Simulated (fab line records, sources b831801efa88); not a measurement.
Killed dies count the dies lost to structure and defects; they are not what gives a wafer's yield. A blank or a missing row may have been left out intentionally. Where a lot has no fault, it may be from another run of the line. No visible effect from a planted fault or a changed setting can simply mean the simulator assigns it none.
A lot that was struck, set against a sound lot	flow sky130	29 steps out of a route of 708
Sound: the wafers L758.1, L758.2, L758.4. Wafers struck: L764.2, L764.4, L764.6. Last of all comes the cause.
Per side, at each step with rows, come the tool, then ch with its chambers, and then its first start. Under that, the readings that differ: sound wafers	struck wafers	difference of the means	sigmas: that difference in standard deviations of wafers without a fault.
alike: a reading whose means differ by less than 2 such deviations, as well as words and numbers matching on both sides. not compared: withheld readings; readings where some wafer has no value; bounds like >300 that might hide an equal value; numbers whose values overlap and for which the record gives no deviation.
Wherever a step has rows on one side only, a row that says differs or no value, or a row with sigmas, the two part there. When numbers do not overlap yet have no deviation, they are printed without sigmas and do not part them. Lack of a reading on every wafer of one side parts them only where that side has two or more wafers.

first, 6 steps without rows for these wafers: SKY_SD_N_IMPLANT_09; SKY_SD_N_IMPLANT_10; SKY_SD_N_STRIP_11 (strips in O2/N2); SKY_SD_N_CLEAN_13 (cleans in SC1/SC2, time 150 s); SKY_SD_N_RTA_14 (time 2 s); SKY_SALICIDE_CLEAN_00 (cleans in HF-last, time 30 s).
SKY_LI_CONTACT_HDPCVD_00: deposits PSG, target thk 930 nm, time 155 s.
  sound on hdpcvd-01 ch 0,1, day 30 00:44; struck on hdpcvd-01 ch 1, day 31 20:17
then, 21 steps without rows for these wafers: SKY_LI_CONTACT_CMP_02 (polishes PSG); SKY_LI_CONTACT_DEHYDRATE_04 (time 60 s); SKY_LI_CONTACT_HMDS_05 (prime time 60 s); SKY_LI_CONTACT_COAT_06 (resist thk 60 nm); SKY_LI_CONTACT_COAT_07 (resist thk 450 nm); SKY_LI_CONTACT_SOFTBAKE_08 (time 90 s); SKY_LI_CONTACT_EXPOSE_09 (exposes mask LICM1, target cd 170 nm); SKY_LI_CONTACT_PEB_10; SKY_LI_CONTACT_DEVELOP_11 (develop time 60 s); SKY_LI_CONTACT_ETCH_14 (etches BARC in N2/H2, stops on SiO2, time 45.9 s, target depth 60 nm); SKY_LI_CONTACT_ETCH_15 (etches PSG in C4F8/O2/Ar, stops on Si, target depth 600 nm); SKY_LI_CONTACT_STRIP_16 (strips in O2/N2); SKY_LI_CONTACT_CLEAN_17 (cleans in NMP, time 600 s); SKY_LI_CONTACT_PRE_CLEAN_18 (time 5.6 s); SKY_LI_CONTACT_SPUTTER_19 (material Ti, target thk 20 nm, time 106.37 s); SKY_LI_CONTACT_SPUTTER_20 (material TiN, target thk 20 nm, time 80 s); SKY_LI_CONTACT_CVD_21 (deposits W, target thk 400 nm, time 120.56 s); SKY_LI_CONTACT_CMP_24 (polishes, stops on PSG, t overpolish 20 s, target thk 0 nm); SKY_LOCAL_INTERCONNECT_SPUTTER_00 (material TiN, target thk 100 nm, time 83.3 s); SKY_LOCAL_INTERCONNECT_DEHYDRATE_03 (time 60 s); SKY_LOCAL_INTERCONNECT_HMDS_04 (prime time 60 s).
-- a jump in the record: the struck wafers' starts before and after are 17 days apart (it breaks off in module LOCAL_INTERCONNECT and resumes in module PAD_OPEN, where the first step shown is number 708 of the route) --
SKY_PAD_OPEN_PROBE_99:
  rows exist in the record for the struck wafers here (prober-02, day 48 19:48), but not for the sound ones

## WHERE THEY PART
At SKY_PAD_OPEN_PROBE_99 and nowhere else, as far as this record goes.

WHY: whatever the simulator had introduced
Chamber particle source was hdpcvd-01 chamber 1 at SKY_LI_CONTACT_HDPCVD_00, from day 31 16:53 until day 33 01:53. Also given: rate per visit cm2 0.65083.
